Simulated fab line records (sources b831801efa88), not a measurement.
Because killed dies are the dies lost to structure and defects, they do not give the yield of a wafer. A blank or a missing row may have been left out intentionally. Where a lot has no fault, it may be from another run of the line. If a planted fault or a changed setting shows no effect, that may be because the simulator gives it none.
The tool behind it: which one? | flow gf180mcu | 6 lots, 18 wafers sampled, at 2 steps of a route of 602

## WHAT THE GAUGES READ, wafer by wafer
GF_VT_IMPLANT_RS_MEAS_49: a four-point-probe measurement.
lot  | measured     | on           | MVPSD_RS (ohm/sq)
L366 | day 8 01:26  | filmMetro-04 | 1164.5 1162.8 1166.5
L371 | day 9 09:37  | filmMetro-02 | 1168.7 1168.8 1168.8
L374 | day 10 08:53 | filmMetro-02 | 1077.4 1077.3 1079.8 1075.4 1075.4 1078.0
L380 | day 11 18:40 | filmMetro-04 | 1171.6 1172.1 1174.6
L383 | day 12 15:02 | filmMetro-02 | 1171.3 1170.6 1169.6
L388 | day 13 21:15 | filmMetro-02 | 1171.3 1174.1 1171.2

## WHICH TOOL RAN EACH LOT (tool, then ch and the chambers of the sampled wafers, then the start)
lot  | GF_MVPSD_IMPLANT_09
L366 | implanter-03 ch 0, day 5 09:51
L371 | implanter-03 ch 0, day 6 16:05
L374 | implanter-03 ch 0, day 7 12:09
L380 | implanter-04 ch 0, day 8 19:12
L383 | implanter-01 ch 0, day 9 14:04
L388 | implanter-04 ch 0, day 10 15:52
- GF_MVPSD_IMPLANT_09

## THE ANSWER, worked out from the rows above alone
Rule: what is usual is taken from the lots themselves. Put in order of their means at a reading, lots are off if they are a third of the lots or fewer, leave a main group of 4 or more, and stand apart from it by a gap of 3 or more times the standard deviation of the main group's means; of several such gaps the widest counts. The tables above print the reading to a certain number of digits; a main group whose means all agree to those digits is not used. A lot without any number at a reading at which 4 lots or more have one is off too. Any other lot the step has rows for is counted as sound.
Off: at GF_VT_IMPLANT_RS_MEAS_49 (MVPSD_RS), L374. Main group: mean 1169.8 ohm/sq, sd 2.9.
A tool fits if, at a process step before that reading, it ran every lot that is off, and no sound lot after the first of them. The gauges at GF_VT_IMPLANT_RS_MEAS_49 are tried like those tools. One fits: implanter-03 at GF_MVPSD_IMPLANT_09. Its last sound lot is L371 (day 6 16:05), its first lot that is off L374 (day 7 12:09): a fault that began between those two fits.

## WHAT THE SIMULATOR HAD PUT IN
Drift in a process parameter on implanter-03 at GF_MVPSD_IMPLANT_09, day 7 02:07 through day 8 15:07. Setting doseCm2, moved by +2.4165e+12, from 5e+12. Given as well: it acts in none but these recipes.
Lots struck among those shown: L374. The same result came from the rule above.
